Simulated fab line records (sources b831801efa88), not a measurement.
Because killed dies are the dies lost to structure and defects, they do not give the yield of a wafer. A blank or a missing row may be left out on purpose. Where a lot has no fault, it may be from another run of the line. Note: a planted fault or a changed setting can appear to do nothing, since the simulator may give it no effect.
The tool behind it: which one?    flow sky130    Sampling: 6 lots, 17 wafers, 4 of 708 route steps

WHAT THE GAUGES SHOWED, per wafer
SKY_CONTACT_CD_MEAS_14: target cd 170 nm.
lot   measured      on         cd-nm (nm)
L235  day 34 09:00  cd-sem-01  167.6 168.0 167.8
L237  day 34 22:55  cd-sem-01  172.6 171.7 172.9
L239  day 36 00:54  cd-sem-01  170.4 173.2 170.7
L247  day 38 10:29  cd-sem-01  152.4 151.1
L251  day 39 06:36  cd-sem-01  172.2 171.8 170.9
L253  day 39 15:39  cd-sem-01  169.4 167.7 171.0

WHAT TOOL EACH LOT RAN ON (gives the tool, then ch and the chambers of the sampled wafers, and finally the start)
lot   SKY_POLY_GATE_ETCH_15               SKY_LOCAL_INTERCONNECT_STRIP_15       SKY_CONTACT_EXPOSE_11
L235  rie-diel-02 ch 2,3, day 18 10:19    plasma-asher-01 ch 0,1, day 33 03:21  krf-scanner-01 ch 0, day 33 19:02
L237  rie-diel-04 ch 0,1,2, day 19 07:10  plasma-asher-01 ch 0,1, day 33 18:44  krf-scanner-01 ch 0, day 34 10:28
L239  rie-diel-04 ch 0,1,2, day 20 10:12  plasma-asher-04 ch 0,1, day 34 21:09  krf-scanner-01 ch 0, day 35 11:45
L247  rie-diel-04 ch 1,2, day 23 08:19    plasma-asher-04 ch 0,1, day 37 07:12  krf-scanner-01 ch 0, day 37 21:50
L251  rie-diel-01 ch 1,3, day 24 09:28    plasma-asher-02 ch 1, day 38 03:56    krf-scanner-02 ch 0, day 38 18:18
L253  rie-diel-04 ch 1,2,3, day 24 20:39  plasma-asher-01 ch 0,1, day 38 12:28  krf-scanner-02 ch 0, day 39 03:00
- SKY_POLY_GATE_ETCH_15: etches BARC in N2/H2, stops on SiO2, time 118.5 s, target depth 110 nm.
- SKY_LOCAL_INTERCONNECT_STRIP_15: strips in O2/N2.
- SKY_CONTACT_EXPOSE_11: exposes mask CTM1, target cd 170 nm.

THE ANSWER, worked out from the rows above alone
Rule: usual is defined by the lots themselves. The widest of any qualifying gaps counts: lots, ordered by their means at a reading, are off when they make up no more than a third of the lots, leave a main group of 4 or more, and stand apart from it by 3 or more times the standard deviation of that group's means. A main group is skipped when, at the precision printed for the reading in the tables above, its means are all equal. A lot without any number at a reading at which 4 lots or more have one is off too. All remaining lots with rows at the step are treated as sound.
Off: L247, at SKY_CONTACT_CD_MEAS_14 (cd-nm). The main group has a mean of 170.5 nm with a standard deviation of 1.7.
A tool fits if, at a process step before that reading, it ran every lot that is off, and no sound lot after the first of them. Those tools and the gauges at SKY_CONTACT_CD_MEAS_14 are tried in the same way. Undecided on this evidence; 2 tools fit (plasma-asher-04 at SKY_LOCAL_INTERCONNECT_STRIP_15, krf-scanner-01 at SKY_CONTACT_EXPOSE_11).

WHAT THE SIMULATOR HAD PUT IN
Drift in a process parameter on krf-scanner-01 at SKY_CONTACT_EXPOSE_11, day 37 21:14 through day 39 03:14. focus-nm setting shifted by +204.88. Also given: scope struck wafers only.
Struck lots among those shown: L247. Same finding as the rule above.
